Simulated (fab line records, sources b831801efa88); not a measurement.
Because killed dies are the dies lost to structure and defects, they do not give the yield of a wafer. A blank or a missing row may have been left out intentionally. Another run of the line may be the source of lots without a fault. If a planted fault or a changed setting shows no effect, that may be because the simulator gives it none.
fab line records	flow gf180mcu
record: lots: 5	wafers: 15	last_day: 34
route steps=602 shown V5@554 TOP_METAL@567
lots that met no fault: taken from a fault-free run of the same line
start_h: the number of hours between the record's first day and the start of the first shown wafer of the lot	wait_h: time in hours since the lot's previous step	" as in the row above	L1.1+2: a single row standing in for several wafers	- either no value or no given start	* or withheld: withheld	< > ~ a bound
route shown NAME@n: a module of which the file shows steps, and the number in the route of the first	usual: mean/standard deviation of fault-free wafers	same: alike in all rows	chamber/n: place in a boat	sites: per-site readings	_std_site: the standard deviation of these	_edge_site: the outer-site mean with the inner-site mean subtracted	radius_mm: for every site, how far away it sits from the centre of the wafer	mask NAME#n: copy n	behind: the last tool/chamber to shape the wafer	hold: what put the lot on hold/how long, in hours/how the hold closed	device: names the non-switching transistor (n, p or np)	end of line: the same wafers' tests at the end of the route	step lacking rows: just its recipe	killed: dies that structure and defects cost at the first sort, which is not the same as the wafer's yield	map: dies across one wafer; x = killed, . = not, _ = none there
set.NAME: the run value of the setting; set.NAME@STEP: its run value at that earlier step	model.NAME: the simulator's own value behind a step, which no gauge read
lots seen at some steps along the route; tables by step, rows by wafer
services: when a tool's chamber went out of use (start_h, in hours from the record's first day, below 0 if earlier), for how many hours, and the reason
== steps ==
step: GF_V5_CD_MEAS_14
recipe: target_cd_nm: 260
usual: cd_nm: 260.3/1.2
lot.wafer	tool	chamber	start_h	wait_h	cd_nm
L222.4	cd_sem-01	-	669.31	0.1	259.3
L222.5	"	-	"	"	258.6
L222.6	"	-	"	"	260.7
L230.2	cd_sem-02	-	728.37	0.1	258.0
L230.3	"	-	"	"	257.1
L230.6	"	-	"	"	256.3
L231.2	cd_sem-02	-	735.03	0.1	260.0
L231.5	"	-	"	"	258.7
L231.6	"	-	"	"	259.2
L232.1	cd_sem-02	-	739.15	0.1	259.1
L232.3	"	-	"	"	259.4
L232.6	"	-	"	"	260.2
L240.2	cd_sem-01	-	778.41	0.1	260.8
L240.3	"	-	"	"	260.6
L240.6	"	-	"	"	260.1
step: GF_V5_OVL_MEAS_15
usual: V5_OVL: 4/3.9
lot.wafer	tool	chamber	start_h	wait_h	V5_OVL[nm]
L222.4	overlay-02	-	669.38	0.1	10
L222.5	"	-	"	"	10
L222.6	"	-	"	"	1
L230.2	overlay-02	-	728.47	0.1	4
L230.3	"	-	"	"	5
L230.6	"	-	"	"	4
L231.2	overlay-02	-	735.14	0.1	2
L231.5	"	-	"	"	5
L231.6	"	-	"	"	2
L232.1	overlay-02	-	739.27	0.1	0
L232.3	"	-	"	"	2
L232.6	"	-	"	"	-3
L240.2	overlay-01	-	778.51	0.1	5
L240.3	"	-	"	"	1
L240.6	"	-	"	"	3
step: GF_V5_ETCH_16
recipe: chemistry: N2/H2	target_depth_a: withheld	overetch_a: withheld	time_s: withheld	target: BARC	ion_energy_ev: 200	source_w: 500	bias_w: 100	pressure_mtorr: 30	n2_flow_sccm: 100	h2_flow_sccm: 200
usual: drypump_motor_current_A: 5.6/0.52	oes_product_au: 0.855/0.0047	throttle_valve_pct: 13.225/0.0097
lot.wafer	tool	chamber	start_h	wait_h	drypump_motor_current_A	oes_product_au	throttle_valve_pct
L222.4	rie_diel-03	0	669.40	0.0	5.6	0.864	13.227
L222.5	"	2	"	"	5.5	0.858	13.231
L222.6	"	3	"	"	5.0	0.858	13.224
L230.2	rie_diel-03	1	728.50	0.0	5.2	0.854	13.217
L230.3	"	0	"	"	5.6	0.853	13.234
L230.6	"	0	"	"	5.6	0.859	13.225
L231.2	rie_diel-01	1	735.17	0.0	6.2	0.848	13.222
L231.5	"	2	"	"	6.2	0.844	13.225
L231.6	"	1	"	"	6.2	0.847	13.227
L232.1	rie_diel-03	1	739.30	0.0	5.2	0.852	13.206
L232.3	"	3	"	"	5.0	0.860	13.233
L232.6	"	0	"	"	5.6	0.849	13.228
L240.2	rie_diel-03	1	778.54	0.0	5.2	0.855	13.215
L240.3	"	0	"	"	5.6	0.857	13.222
L240.6	"	1	"	"	5.2	0.859	13.220
step: GF_V5_ETCH_17
recipe: chemistry: C4F8/O2/Ar	mask_material: KrF	target: SiO2	stop_on: TiN	source_w: 1500	bias_w: 1200	pressure_mtorr: 40	c4f8_flow_sccm: withheld	O2_flow_sccm: 6	Ar_flow_sccm: 300	time_s: withheld	target_depth_a: 8550
step: GF_V5_STRIP_18
recipe: chemistry: O2/N2	power_w: 1400	pressure_mtorr: 1500	platen_temp_c: 250	o2_flow_sccm: 3000	n2_flow_sccm: 300	overash_fraction: 0.5
usual: drypump_motor_current_A: 5.6/0.6	heater_power_w: 326/30	oes_product_au: 0.568/0.0045
lot.wafer	tool	chamber	start_h	wait_h	drypump_motor_current_A	heater_power_w	oes_product_au	rf_hours_counter_h
L222.4	plasma_asher-04	0	669.59	-	6.7	294	0.573	-
L222.5	"	0	"	"	6.7	292	0.556	-
L222.6	"	1	"	"	5.4	357	0.561	-
L230.2	plasma_asher-03	1	728.66	-	6.2	353	0.570	115
L230.3	"	1	"	"	6.2	352	0.562	-
L230.6	"	1	"	"	6.2	353	0.572	-
L231.2	plasma_asher-04	0	735.32	-	6.7	300	0.565	31
L231.5	"	1	"	"	5.4	350	0.566	-
L231.6	"	0	"	"	6.7	293	0.564	-
L232.1	plasma_asher-01	1	739.46	-	5.8	337	0.568	94
L232.3	"	1	"	"	5.8	329	0.568	-
L232.6	"	0	"	"	4.9	356	0.563	-
L240.2	plasma_asher-03	1	778.70	-	6.2	331	0.567	4
L240.3	"	1	"	"	6.2	331	0.572	-
L240.6	"	1	"	"	6.2	326	0.566	-
step: GF_V5_STRIP_19
recipe: chemistry: post_etch_residue_remover	time_s: 1200	temp_c: 72.5
step: GF_V5_CLEAN_20
recipe: chemistry: DIW	dry: n2_spin
step: GF_V5_SPUTTER_21
recipe: material: Ti	target_thk_nm: 15	chamber_pressure_pa: 5	power_w: 2500	substrate_temp_c: 200	time_s: 80.02
usual: throttle_valve_pct: 30.4/1.2
lot.wafer	tool	chamber	start_h	wait_h	throttle_valve_pct
L222.4	pvd_sputter-01	-	670.09	0.0	32.5
L222.5	"	-	"	"	32.4
L222.6	"	-	"	"	31.6
L230.2	pvd_sputter-01	-	729.22	0.0	30.1
L230.3	"	-	"	"	31.8
L230.6	"	-	"	"	29.5
L231.2	pvd_sputter-02	-	735.86	0.0	29.7
L231.5	"	-	"	"	29.2
L231.6	"	-	"	"	30.3
L232.1	pvd_sputter-02	-	739.99	0.0	29.3
L232.3	"	-	"	"	29.6
L232.6	"	-	"	"	30.6
L240.2	pvd_sputter-03	-	779.24	0.0	30.1
L240.3	"	-	"	"	29.2
L240.6	"	-	"	"	29.5
step: GF_V5_SPUTTER_22
recipe: material: TiN	target_thk_nm: 10	chamber_pressure_pa: 5	power_w: 4000	time_s: 40
step: GF_V5_CVD_23
recipe: material: W	target_thk_nm: 350	time_s: 104.9	temp_c: 400	pressure_torr: 40
usual: heater_power_outer_w: 549/76	heater_power_w: 871/91
lot.wafer	tool	chamber	start_h	wait_h	heater_power_outer_w	heater_power_w
L222.4	cvd_w-01	1	670.23	0.1	467	735
L222.5	"	0	"	"	550	901
L222.6	"	1	"	"	461	716
L230.2	cvd_w-02	1	729.32	0.0	495	863
L230.3	"	0	"	"	657	984
L230.6	"	0	"	"	662	992
L231.2	cvd_w-01	1	735.96	0.0	467	718
L231.5	"	0	"	"	560	903
L231.6	"	1	"	"	462	717
L232.1	cvd_w-02	1	740.09	0.0	492	845
L232.3	"	1	"	"	506	878
L232.6	"	0	"	"	663	973
L240.2	cvd_w-01	0	779.34	0.0	566	880
L240.3	"	0	"	"	554	911
L240.6	"	0	"	"	564	882
step: GF_V5_RS_MEAS_24
recipe: thk_meas_gauge: four-point-probe	reads: W_of_V5_CVD_23+TiN_of_V5_SPUTTER_22+Ti_of_V5_SPUTTER_21
usual: V5_W_RS: 0.326/0.0032
lot.wafer	tool	chamber	start_h	wait_h	V5_W_RS[ohm/sq]
L222.4	film_metro-02	-	670.36	0.1	0.325
L222.5	"	-	"	"	0.327
L222.6	"	-	"	"	0.330
L230.2	film_metro-01	-	729.45	0.1	0.326
L230.3	"	-	"	"	0.326
L230.6	"	-	"	"	0.325
L231.2	film_metro-01	-	736.09	0.1	0.330
L231.5	"	-	"	"	0.327
L231.6	"	-	"	"	0.329
L232.1	film_metro-03	-	740.25	0.1	0.330
L232.3	"	-	"	"	0.330
L232.6	"	-	"	"	0.329
L240.2	film_metro-02	-	779.47	0.1	0.324
L240.3	"	-	"	"	0.330
L240.6	"	-	"	"	0.324
step: GF_V5_THK_MEAS_25
recipe: thk_meas_gauge: xrf	reads: W_of_V5_CVD_23
usual: V5_W_THK: 350/6.8
lot.wafer	tool	chamber	start_h	wait_h	V5_W_THK[nm]
L222.4	film_metro-02	-	670.45	0.1	356
L222.5	"	-	"	"	352
L222.6	"	-	"	"	350
L230.2	film_metro-01	-	729.56	0.1	349
L230.3	"	-	"	"	347
L230.6	"	-	"	"	349
L231.2	film_metro-01	-	736.20	0.1	346
L231.5	"	-	"	"	347
L231.6	"	-	"	"	345
L232.1	film_metro-03	-	740.37	0.1	354
L232.3	"	-	"	"	354
L232.6	"	-	"	"	355
L240.2	film_metro-02	-	779.58	0.1	355
L240.3	"	-	"	"	350
L240.6	"	-	"	"	355
step: GF_V5_CMP_26
recipe: stop_on: SiO2	down_force_psi: 3.5	platen_rpm: 60	t_overpolish_s: 15	target_thk_nm: 0	pad_velocity_m_s: 0.94248
usual: head_pressure_psi: 3.499/0.0068	motor_current_A: 10.8/0.99	overpolish_run_s: 15.001/0.0083	platen_rpm: 60.00/0.035	time_to_endpoint_s: 84/3.8
lot.wafer	tool	chamber	start_h	wait_h	head_pressure_psi	motor_current_A	overpolish_run_s	platen_rpm	time_to_endpoint_s
L222.4	cmp-01	2	670.48	0.0	3.508	10.0	0.041	59.96	131
L222.5	"	2	"	"	3.508	10.6	0.043	59.94	130
L222.6	"	3	"	"	3.493	12.6	15.014	59.95	81
L230.2	cmp-02	0	729.61	0.0	3.500	11.3	14.985	59.98	90
L230.3	"	2	"	"	3.498	9.1	15.005	60.00	89
L230.6	"	1	"	"	3.495	12.2	15.002	59.98	83
L231.2	cmp-01	0	736.30	0.1	3.500	10.3	14.997	60.00	82
L231.6	"	3	"	"	3.503	12.1	14.994	60.02	85
L231.5	"	0	"	"	3.498	10.7	15.012	60.04	82
L232.1	cmp-02	0	740.53	0.1	3.509	11.9	15.023	59.99	90
L232.3	"	1	"	"	3.497	11.4	15.007	60.00	82
L232.6	"	2	"	"	3.501	9.2	14.997	59.99	85
L240.2	cmp-02	3	779.63	0.0	3.504	9.8	15.004	60.02	80
L240.3	"	0	"	"	3.498	11.9	15.006	60.01	85
L240.6	"	0	"	"	3.495	11.5	15.000	59.97	86
step: GF_TOP_METAL_SPUTTER_00
recipe: material: Ti	target_thk_nm: 37.5	arriving_ion_energy_ev: 80	substrate_temp_c: 200	chamber_pressure_pa: 2	power_w: 4000	time_s: 150
usual: throttle_valve_pct: 30.2/0.91
lot.wafer	tool	chamber	start_h	wait_h	throttle_valve_pct
L222.6	pvd_sputter-04	-	670.83	0.1	29.8
L230.2	pvd_sputter-04	-	729.91	0.2	30.9
L230.3	"	-	"	"	30.9
L230.6	"	-	"	"	29.8
L231.2	pvd_sputter-04	-	736.55	0.2	30.9
L231.5	"	-	"	"	29.2
L231.6	"	-	"	"	29.6
L232.1	pvd_sputter-01	-	740.73	0.1	32.1
L232.3	"	-	"	"	29.5
L232.6	"	-	"	"	30.2
L240.2	pvd_sputter-04	-	779.93	0.2	29.2
L240.3	"	-	"	"	29.5
L240.6	"	-	"	"	29.2
== services ==
tool	chamber	start_h	hours	kind
rie_diel-01	2	647.55	51.9	repair
cvd_w-01	-	647.93	2.8	pm
cvd_w-01	-	651.03	0.9	repair
plasma_asher-03	-	652.37	0.5	repair
cvd_w-01	-	652.56	0.5	repair
cvd_w-02	-	686.16	2.2	repair
cmp-02	-	688.54	10.0	pm
rie_diel-03	0	690.80	1.6	repair
cmp-02	-	707.75	0.5	repair
pvd_sputter-01	-	709.74	7.9	repair
cmp-02	-	730.03	5.4	pm
rie_diel-01	2	730.93	3.1	repair
plasma_asher-03	-	733.75	9.0	pm
plasma_asher-03	0	733.75	9.0	vent_cycle
plasma_asher-03	1	733.75	9.0	vent_cycle
rie_diel-03	2	736.84	3.9	repair
plasma_asher-03	0	742.75	-	clean
plasma_asher-03	1	742.75	-	clean
pvd_sputter-01	-	744.06	1.3	repair
cmp-01	-	749.18	4.0	pm
plasma_asher-04	-	753.52	5.2	repair
cmp-01	-	755.80	2.9	repair
cmp-02	-	764.65	2.5	repair
cmp-01	-	771.06	4.1	pm
== key ==
first_sign: step: GF_V5_CMP_26	reading: overpolish_run_s	direction: down	sigmas: 99+	usual: 15.001	struck: 0.042
effect: step: GF_V5_CMP_26	reading: time_to_endpoint_s	direction: up	sigmas: 12	usual: *	struck: *
met_at GF_V5_CMP_26
struck_wafers L222.4,L222.5
later_rows_left_out L222.4,L222.5
sort_left_out L222.4,L222.5
fault: kind: process_parameter_drift	tool: cmp-01	chamber: 2	onset_h: 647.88	steps: GF_V5_CMP_26	channel: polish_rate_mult	offset: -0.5	shape: step	end_h: 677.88
sort_left_out: the simulated sort isn't trusted on such a fault, so these wafers' sort isn't shown, and their yield isn't known
later_rows_left_out: the simulator's readings of these wafers behind a module that went badly wrong aren't trusted and aren't shown, but for the sort
